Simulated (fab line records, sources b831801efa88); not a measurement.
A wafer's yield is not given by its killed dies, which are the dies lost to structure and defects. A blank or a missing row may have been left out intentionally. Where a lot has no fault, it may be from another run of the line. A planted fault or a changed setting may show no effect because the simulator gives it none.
What tool caused it? | flow sky130 | 33 wafers from 11 lots sampled at 4 of the route's 708 steps

== WHAT THE GAUGES READ, wafer by wafer ==
SKY_VIA2_RS_MEAS_22: the measuring method here is four-point-probe.
lot  | measured     | on            | VIA2_W_RS (ohm/sq)
L746 | day 36 17:05 | film-metro-01 | 0.266 0.268 0.273
L748 | day 37 06:36 | film-metro-03 | 0.270 0.279 0.270
L752 | day 38 04:04 | film-metro-01 | 0.271 0.264 0.265
L755 | day 38 23:59 | film-metro-02 | 0.272 0.273 0.270
L758 | day 40 01:27 | film-metro-02 | 0.271 0.271 0.269
L759 | day 40 19:40 | film-metro-02 | 0.268 0.272 0.267
L761 | day 41 11:10 | film-metro-03 | 0.271 0.276 0.270
L762 | day 41 20:52 | film-metro-03 | 0.268 0.275 0.273
L764 | day 41 22:47 | film-metro-02 | 0.267 0.265 0.273
L763 | day 41 23:47 | film-metro-01 | 0.272 0.267 0.272
L765 | day 42 03:05 | film-metro-03 | 0.270 0.276 0.269

SKY_VIA2_THK_MEAS_23: measures by xrf.
lot  | measured     | on            | VIA2_W_THK (nm)
L746 | day 36 17:10 | film-metro-01 | 396 391 388
L748 | day 37 06:43 | film-metro-03 | 413 402 415
L752 | day 38 04:11 | film-metro-01 | 398 406 405
L755 | day 39 00:06 | film-metro-02 | 410 407 407
L758 | day 40 01:33 | film-metro-02 | 407 409 410
L759 | day 40 19:47 | film-metro-02 | 410 402 413
L761 | day 41 11:17 | film-metro-03 | 417 409 417
L762 | day 41 20:59 | film-metro-03 | 420 407 412
L764 | day 41 22:55 | film-metro-02 | 415 415 407
L763 | day 41 23:54 | film-metro-01 | 399 404 399
L765 | day 42 03:12 | film-metro-03 | 413 405 415

== WHICH TOOL RAN EACH LOT (tool, then ch and the chambers of the sampled wafers, then the start) ==
lot  | SKY_VIA2_ETCH_15                   | SKY_VIA2_STRIP_16
L746 | rie-diel-01 ch 0,3, day 36 16:10   | plasma-asher-04 ch 0,1, day 36 16:16
L748 | rie-diel-03 ch 1,2,3, day 37 05:43 | plasma-asher-01 ch 0,1, day 37 05:47
L752 | rie-diel-04 ch 0,2,3, day 38 03:11 | plasma-asher-01 ch 0,1, day 38 03:15
L755 | rie-diel-01 ch 1,2, day 38 23:08   | plasma-asher-04 ch 0,1, day 38 23:12
L758 | rie-diel-01 ch 0,1,2, day 40 00:26 | plasma-asher-01 ch 0,1, day 40 00:32
L759 | rie-diel-01 ch 0,1,2, day 40 18:49 | plasma-asher-01 ch 0,1, day 40 18:53
L761 | rie-diel-03 ch 1,2, day 41 10:19   | plasma-asher-02 ch 0,1, day 41 10:23
L762 | rie-diel-03 ch 0,3, day 41 19:59   | plasma-asher-02 ch 0,1, day 41 20:03
L764 | rie-diel-03 ch 0,2,3, day 41 21:55 | plasma-asher-01 ch 0,1, day 41 21:58
L763 | rie-diel-03 ch 0,2,3, day 41 22:53 | plasma-asher-02 ch 0,1, day 41 22:57
L765 | rie-diel-04 ch 1,2,3, day 42 02:11 | plasma-asher-04 ch 0,1, day 42 02:15
- SKY_VIA2_ETCH_15: etches SiO2 in C4F8/O2/Ar, stops on TiN, target depth 546 nm, time 84 s.
- SKY_VIA2_STRIP_16: strips in O2/N2.

== WHAT THE TOOLS THEMSELVES READ (means of the sampled wafers that have a number; where no wafer has one, the mark that the record gives instead) ==
SKY_VIA2_ETCH_15.
lot  | tool        | oes-product-au (a.u.)
L746 | rie-diel-01 | 0.936
L748 | rie-diel-03 | 0.934
L752 | rie-diel-04 | 0.934
L755 | rie-diel-01 | 0.938
L758 | rie-diel-01 | 0.938
L759 | rie-diel-01 | 0.937
L761 | rie-diel-03 | 0.937
L762 | rie-diel-03 | 0.937
L764 | rie-diel-03 | 0.943
L763 | rie-diel-03 | 0.941
L765 | rie-diel-04 | 0.946

SKY_VIA2_STRIP_16.
lot  | tool            | drypump-motor-current-A (A) | oes-product-au (a.u.) | strip-time-to-endpoint-s (s)
L746 | plasma-asher-04 | 5.8                         | 0.394                 | 4.021
L748 | plasma-asher-01 | 6.1                         | 0.401                 | 4.047
L752 | plasma-asher-01 | 5.8                         | 0.394                 | 4.010
L755 | plasma-asher-04 | 5.8                         | 0.393                 | 4.019
L758 | plasma-asher-01 | 6.1                         | 0.387                 | 3.812
L759 | plasma-asher-01 | 6.1                         | 0.384                 | 3.803
L761 | plasma-asher-02 | 5.7                         | 0.398                 | 4.029
L762 | plasma-asher-02 | 5.7                         | 0.398                 | 4.026
L764 | plasma-asher-01 | 5.8                         | 0.395                 | 4.001
L763 | plasma-asher-02 | 6.1                         | 0.397                 | 4.055
L765 | plasma-asher-04 | 5.4                         | 0.397                 | 4.040

== THE ANSWER, worked out from the rows above alone ==
Rule: usual is defined by the lots themselves. Put in order of their means at a reading, lots are off if they are a third of the lots or fewer, leave a main group of 4 or more, and stand apart from it by a gap of 3 or more times the standard deviation of the main group's means; of several such gaps the widest counts. Not used: any main group whose means are identical at the precision the tables above print for the reading. Also off: a lot with no number at a reading for which 4 or more lots have one. Where the step has rows for the other lots, those lots are counted as sound. Order of review: gauges by route order, followed by the tools' own readings, for which a lot's mean as printed above is used. At the first step where some lot is off, the reading lying furthest off is the one used; lots without a number count as furthest.
Off: L758, L759 (SKY_VIA2_STRIP_16, strip-time-to-endpoint-s). The main group has a mean of 4.028 s with a standard deviation of 0.016.
If a tool, at that step or one of the process steps before it, ran each lot that is off and ran no sound lot following the first of them, it fits. One fits: rie-diel-01 at SKY_VIA2_ETCH_15. A fault onset in the window from L755 (day 38 23:08, its last sound lot) to L758 (day 40 00:26, its first lot off) fits.

== WHAT THE SIMULATOR HAD PUT IN ==
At SKY_VIA2_ETCH_15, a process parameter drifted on rie-diel-01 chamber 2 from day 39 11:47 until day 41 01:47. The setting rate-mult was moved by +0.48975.
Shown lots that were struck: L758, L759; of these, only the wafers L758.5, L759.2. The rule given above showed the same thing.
